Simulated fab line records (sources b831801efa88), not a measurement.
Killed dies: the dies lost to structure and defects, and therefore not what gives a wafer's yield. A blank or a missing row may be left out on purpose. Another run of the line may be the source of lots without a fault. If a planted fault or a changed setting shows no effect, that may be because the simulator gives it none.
The tool behind it: which one? + flow sky130 + 24 lots with 72 wafers sampled at 6 steps, on a route of 708 steps

WHAT THE GAUGES SHOWED, per wafer
SKY_VIA1_BOW_MEAS_03.
| lot  | measured     | on            | VIA1_BOW (um) |
|------|--------------|---------------|---------------|
| L074 | day 32 17:57 | film-metro-03 | 79 71 78      |
| L075 | day 33 07:36 | film-metro-01 | 69 70 68      |
| L076 | day 33 15:58 | film-metro-03 | 94 81 82      |
| L077 | day 34 00:32 | film-metro-03 | 73 81 80      |
| L078 | day 34 08:13 | film-metro-03 | 81 89 77      |
| L079 | day 34 18:47 | film-metro-04 | 79 77 84      |
| L080 | day 35 04:36 | film-metro-03 | 79 81 71      |
| L081 | day 35 10:56 | film-metro-01 | 99 79 79      |
| L082 | day 35 19:20 | film-metro-03 | 69 76 90      |
| L083 | day 35 19:41 | film-metro-04 | 75 81 74      |
| L084 | day 36 10:35 | film-metro-03 | 87 94 84      |
| L085 | day 36 17:34 | film-metro-01 | 74 74 82      |
| L086 | day 36 21:54 | film-metro-01 | 81 98 88      |
| L087 | day 37 03:36 | film-metro-04 | 80 70 75      |
| L088 | day 37 08:07 | film-metro-01 | 90 85 81      |
| L089 | day 37 10:46 | film-metro-03 | 64 73 73      |
| L090 | day 38 05:07 | film-metro-01 | 94 78 82      |
| L091 | day 38 05:44 | film-metro-01 | 83 80 77      |
| L092 | day 38 15:38 | film-metro-04 | 81 84 75      |
| L093 | day 38 21:41 | film-metro-01 | 71 82 88      |
| L094 | day 39 06:10 | film-metro-04 | 83 75 68      |
| L095 | day 39 13:46 | film-metro-03 | 81 84 71      |
| L096 | day 40 02:40 | film-metro-03 | 80 81 89      |
| L097 | day 40 07:23 | film-metro-04 | 83 72 78      |

SKY_VIA2_BOW_MEAS_03.
| lot  | measured     | on            | VIA2_BOW (um) |
|------|--------------|---------------|---------------|
| L074 | day 35 03:36 | film-metro-03 | 84 77 84      |
| L075 | day 35 17:36 | film-metro-03 | 75 75 74      |
| L076 | day 35 22:59 | film-metro-03 | 99 86 87      |
| L077 | day 36 08:38 | film-metro-03 | 76 86 84      |
| L078 | day 36 16:28 | film-metro-03 | 85 94 84      |
| L079 | day 37 01:40 | film-metro-02 | 85 84 92      |
| L080 | day 37 10:25 | film-metro-01 | 83 84 76      |
| L081 | day 37 17:35 | film-metro-01 | 108 88 87     |
| L082 | day 38 01:01 | film-metro-02 | 78 84 97      |
| L083 | day 38 02:05 | film-metro-03 | 83 87 81      |
| L084 | day 38 16:47 | film-metro-02 | 96 102 93     |
| L085 | day 38 23:47 | film-metro-02 | 78 78 85      |
| L086 | day 39 05:02 | film-metro-02 | 88 106 96     |
| L087 | day 39 09:11 | film-metro-02 | 88 79 84      |
| L088 | day 39 13:06 | film-metro-03 | 98 93 88      |
| L089 | day 39 16:14 | film-metro-02 | 65 72 73      |
| L090 | day 40 09:16 | film-metro-02 | 97 82 85      |
| L091 | day 40 10:04 | film-metro-02 | 88 85 82      |
| L092 | day 40 19:54 | film-metro-02 | 89 94 84      |
| L093 | day 41 01:34 | film-metro-02 | 78 92 97      |
| L094 | day 41 10:35 | film-metro-01 | 89 79 74      |
| L095 | day 41 16:59 | film-metro-02 | 88 93 78      |
| L096 | day 42 05:44 | film-metro-01 | 89 91 97      |
| L097 | day 42 09:43 | film-metro-03 | 95 82 88      |

SKY_PASSIVATION_THK_MEAS_01.
| lot  | measured     | on            | PASSIVATION_CVD_00_THK (nm) |
|------|--------------|---------------|-----------------------------|
| L074 | day 43 19:17 | film-metro-03 | 89.6 90.4 92.1              |
| L075 | day 44 06:29 | film-metro-04 | 90.6 90.5 90.8              |
| L076 | day 44 14:44 | film-metro-04 | 91.8 91.1 91.6              |
| L077 | day 44 19:25 | film-metro-04 | 89.7 91.0 92.4              |
| L078 | day 45 03:26 | film-metro-03 | 90.0 90.3 89.8              |
| L079 | day 45 11:11 | film-metro-01 | 90.4 90.3 90.5              |
| L080 | day 45 18:40 | film-metro-04 | 89.5 90.5 89.8              |
| L081 | day 46 00:02 | film-metro-04 | 91.5 89.4 89.7              |
| L082 | day 46 04:39 | film-metro-01 | 90.6 88.3 89.8              |
| L083 | day 46 07:38 | film-metro-04 | 87.0 88.9 88.1              |
| L084 | day 46 18:18 | film-metro-03 | 86.5 87.4 89.7              |
| L085 | day 47 00:53 | film-metro-04 | 89.1 88.9 90.2              |
| L086 | day 47 03:59 | film-metro-04 | 89.1 90.0 89.5              |
| L087 | day 47 07:35 | film-metro-01 | 90.5 89.4 90.4              |
| L088 | day 47 12:47 | film-metro-04 | 90.2 90.7 90.8              |
| L089 | day 47 14:23 | film-metro-04 | 91.6 91.4 92.7              |
| L090 | day 48 04:18 | film-metro-03 | 91.0 90.0 91.9              |
| L091 | day 48 04:49 | film-metro-04 | 88.1 91.2 90.9              |
| L092 | day 48 12:02 | film-metro-03 | 87.7 89.3 89.5              |
| L093 | day 48 16:29 | film-metro-04 | 89.6 91.1 90.8              |
| L094 | day 48 23:25 | film-metro-03 | 89.9 91.4 88.6              |
| L095 | day 49 05:37 | film-metro-03 | 90.7 91.6 91.4              |
| L096 | day 49 15:08 | film-metro-03 | 89.6 91.2 92.3              |
| L097 | day 49 17:10 | film-metro-01 | 87.3 88.6 88.8              |

TOOL THAT RAN EACH LOT (tool first, then ch and the chambers of the sampled wafers, then the start)
| lot  | SKY_LI_CONTACT_CMP_02         | SKY_VIA1_CVD_21               | SKY_VIA3_CVD_21               |
|------|-------------------------------|-------------------------------|-------------------------------|
| L074 | cmp-02 ch 1,3, day 27 19:28   | cvd-w-02 ch 0,1, day 33 23:04 | cvd-w-02 ch 0,1, day 39 13:50 |
| L075 | cmp-02 ch 1,2,3, day 28 08:34 | cvd-w-01 ch 0,1, day 34 10:46 | cvd-w-01 ch 0,1, day 40 03:33 |
| L076 | cmp-01 ch 0,1,2, day 28 17:07 | cvd-w-02 ch 0,1, day 34 18:44 | cvd-w-02 ch 0,1, day 40 11:20 |
| L077 | cmp-02 ch 2,3, day 29 03:40   | cvd-w-02 ch 0,1, day 35 03:46 | cvd-w-02 ch 0,1, day 40 16:11 |
| L078 | cmp-01 ch 0,2,3, day 29 11:58 | cvd-w-01 ch 0,1, day 35 11:40 | cvd-w-01 ch 0,1, day 41 01:35 |
| L079 | cmp-01 ch 0,2, day 29 23:49   | cvd-w-02 ch 0,1, day 35 21:50 | cvd-w-02 ch 0,1, day 41 10:02 |
| L080 | cmp-01 ch 2,3, day 30 11:29   | cvd-w-02 ch 0,1, day 36 07:40 | cvd-w-02 ch 0, day 41 18:17   |
| L081 | cmp-02 ch 0,1,2, day 30 17:24 | cvd-w-02 ch 0,1, day 36 13:35 | cvd-w-02 ch 0,1, day 42 01:05 |
| L082 | cmp-01 ch 1,2,3, day 30 23:22 | cvd-w-01 ch 0,1, day 36 21:47 | cvd-w-01 ch 0,1, day 42 06:50 |
| L083 | cmp-02 ch 0,1,2, day 31 01:13 | cvd-w-02 ch 0,1, day 36 22:08 | cvd-w-02 ch 0,1, day 42 08:56 |
| L084 | cmp-02 ch 0,1,2, day 31 17:37 | cvd-w-02 ch 0,1, day 37 12:58 | cvd-w-01 ch 0,1, day 42 21:29 |
| L085 | cmp-01 ch 0,1,2, day 32 01:28 | cvd-w-02 ch 0,1, day 37 20:08 | cvd-w-02 ch 0,1, day 43 05:11 |
| L086 | cmp-01 ch 1,2,3, day 32 06:22 | cvd-w-01 ch 0,1, day 38 01:28 | cvd-w-01 ch 0,1, day 43 08:10 |
| L087 | cmp-02 ch 0,3, day 32 12:22   | cvd-w-01 ch 0,1, day 38 06:07 | cvd-w-02 ch 0,1, day 43 13:37 |
| L088 | cmp-01 ch 0,1,3, day 32 17:04 | cvd-w-01 ch 0,1, day 38 10:28 | cvd-w-02 ch 0,1, day 43 17:03 |
| L089 | cmp-01 ch 0,1,2, day 32 21:16 | cvd-w-01 ch 0,1, day 38 12:58 | cvd-w-01 ch 0,1, day 43 20:07 |
| L090 | cmp-01 ch 2,3, day 33 14:43   | cvd-w-01 ch 0,1, day 39 07:04 | cvd-w-01 ch 0,1, day 44 12:20 |
| L091 | cmp-02 ch 0,2, day 33 15:15   | cvd-w-01 ch 0,1, day 39 07:37 | cvd-w-02 ch 0,1, day 44 12:28 |
| L092 | cmp-01 ch 1,2, day 34 02:34   | cvd-w-01 ch 0,1, day 39 17:01 | cvd-w-02 ch 0,1, day 44 21:14 |
| L093 | cmp-01 ch 1,2, day 34 07:20   | cvd-w-01 ch 0,1, day 39 23:25 | cvd-w-01 ch 1, day 45 02:54   |
| L094 | cmp-02 ch 0,3, day 34 16:13   | cvd-w-01 ch 0,1, day 40 08:03 | cvd-w-02 ch 0,1, day 45 10:43 |
| L095 | cmp-02 ch 1,2, day 35 01:10   | cvd-w-01 ch 0,1, day 40 14:49 | cvd-w-01 ch 0,1, day 45 17:17 |
| L096 | cmp-02 ch 2,3, day 35 13:14   | cvd-w-02 ch 0,1, day 41 04:04 | cvd-w-02 ch 0,1, day 46 03:52 |
| L097 | cmp-02 ch 0,1, day 35 20:07   | cvd-w-01 ch 0, day 41 07:53   | cvd-w-01 ch 0, day 46 07:27   |
- SKY_LI_CONTACT_CMP_02: polishes PSG.
- SKY_VIA1_CVD_21: deposits W, target thk 270 nm, time 80.902 s.
- SKY_VIA3_CVD_21: deposits W, target thk 390 nm, time 117.31 s.

WHAT THE TOOLS THEMSELVES READ (means of the sampled wafers that have a number; where no wafer has one, the mark that the record gives instead)
SKY_LI_CONTACT_CMP_02.
| lot  | tool   | motor-current-A (A) | time-to-endpoint-s (s) |
|------|--------|---------------------|------------------------|
| L074 | cmp-02 | 12.8                | 33                     |
| L075 | cmp-02 | 12.6                | 30                     |
| L076 | cmp-01 | 12.0                | 33                     |
| L077 | cmp-02 | 13.0                | 36                     |
| L078 | cmp-01 | 11.6                | 37                     |
| L079 | cmp-01 | 11.8                | 34                     |
| L080 | cmp-01 | 11.2                | 33                     |
| L081 | cmp-02 | 11.6                | 36                     |
| L082 | cmp-01 | 12.1                | 29                     |
| L083 | cmp-02 | 11.3                | 34                     |
| L084 | cmp-02 | 11.7                | 37                     |
| L085 | cmp-01 | 11.5                | 31                     |
| L086 | cmp-01 | 11.9                | 32                     |
| L087 | cmp-02 | 10.7                | 33                     |
| L088 | cmp-01 | 11.4                | 31                     |
| L089 | cmp-01 | 11.8                | 31                     |
| L090 | cmp-01 | 11.8                | 34                     |
| L091 | cmp-02 | 11.8                | 37                     |
| L092 | cmp-01 | 12.6                | 33                     |
| L093 | cmp-01 | 12.1                | 33                     |
| L094 | cmp-02 | 10.6                | 36                     |
| L095 | cmp-02 | 12.7                | 34                     |
| L096 | cmp-02 | 12.7                | 30                     |
| L097 | cmp-02 | 11.6                | 34                     |

SKY_VIA1_CVD_21.
| lot  | tool     | heater-power-w (W) |
|------|----------|--------------------|
| L074 | cvd-w-02 | 896                |
| L075 | cvd-w-01 | 790                |
| L076 | cvd-w-02 | 889                |
| L077 | cvd-w-02 | 896                |
| L078 | cvd-w-01 | 792                |
| L079 | cvd-w-02 | 898                |
| L080 | cvd-w-02 | 884                |
| L081 | cvd-w-02 | 890                |
| L082 | cvd-w-01 | 784                |
| L083 | cvd-w-02 | 910                |
| L084 | cvd-w-02 | 899                |
| L085 | cvd-w-02 | 892                |
| L086 | cvd-w-01 | 799                |
| L087 | cvd-w-01 | 775                |
| L088 | cvd-w-01 | 795                |
| L089 | cvd-w-01 | 770                |
| L090 | cvd-w-01 | 765                |
| L091 | cvd-w-01 | 781                |
| L092 | cvd-w-01 | 794                |
| L093 | cvd-w-01 | 797                |
| L094 | cvd-w-01 | 776                |
| L095 | cvd-w-01 | 780                |
| L096 | cvd-w-02 | 893                |
| L097 | cvd-w-01 | 754                |

SKY_VIA3_CVD_21.
| lot  | tool     | heater-power-w (W) |
|------|----------|--------------------|
| L074 | cvd-w-02 | 897                |
| L075 | cvd-w-01 | 772                |
| L076 | cvd-w-02 | 869                |
| L077 | cvd-w-02 | 898                |
| L078 | cvd-w-01 | 781                |
| L079 | cvd-w-02 | 899                |
| L080 | cvd-w-02 | 893                |
| L081 | cvd-w-02 | 890                |
| L082 | cvd-w-01 | 773                |
| L083 | cvd-w-02 | 894                |
| L084 | cvd-w-01 | 769                |
| L085 | cvd-w-02 | 897                |
| L086 | cvd-w-01 | 801                |
| L087 | cvd-w-02 | 898                |
| L088 | cvd-w-02 | 896                |
| L089 | cvd-w-01 | 793                |
| L090 | cvd-w-01 | 802                |
| L091 | cvd-w-02 | 884                |
| L092 | cvd-w-02 | 907                |
| L093 | cvd-w-01 | 807                |
| L094 | cvd-w-02 | 902                |
| L095 | cvd-w-01 | 792                |
| L096 | cvd-w-02 | 902                |
| L097 | cvd-w-01 | 762                |

THE ANSWER, worked out from the rows above alone
Rule: usual is defined by the lots themselves. The widest of any qualifying gaps counts: lots, ordered by their means at a reading, are off when they make up no more than a third of the lots, leave a main group of 4 or more, and stand apart from it by 3 or more times the standard deviation of that group's means. Not used: any main group whose means are identical at the precision the tables above print for the reading. Also off: a lot with no number at a reading for which 4 or more lots have one. The other lots that the step has rows for count as sound. The gauges are gone through in route order, then the tools' own readings, and for those a lot's mean is taken as printed above. The first step at which some lot is off is used, and at that step the reading that is off furthest; a lot without a number counts as furthest.
No lot is off at any reading shown: from this, nothing can be told.

WHAT WAS PUT IN BY THE SIMULATOR
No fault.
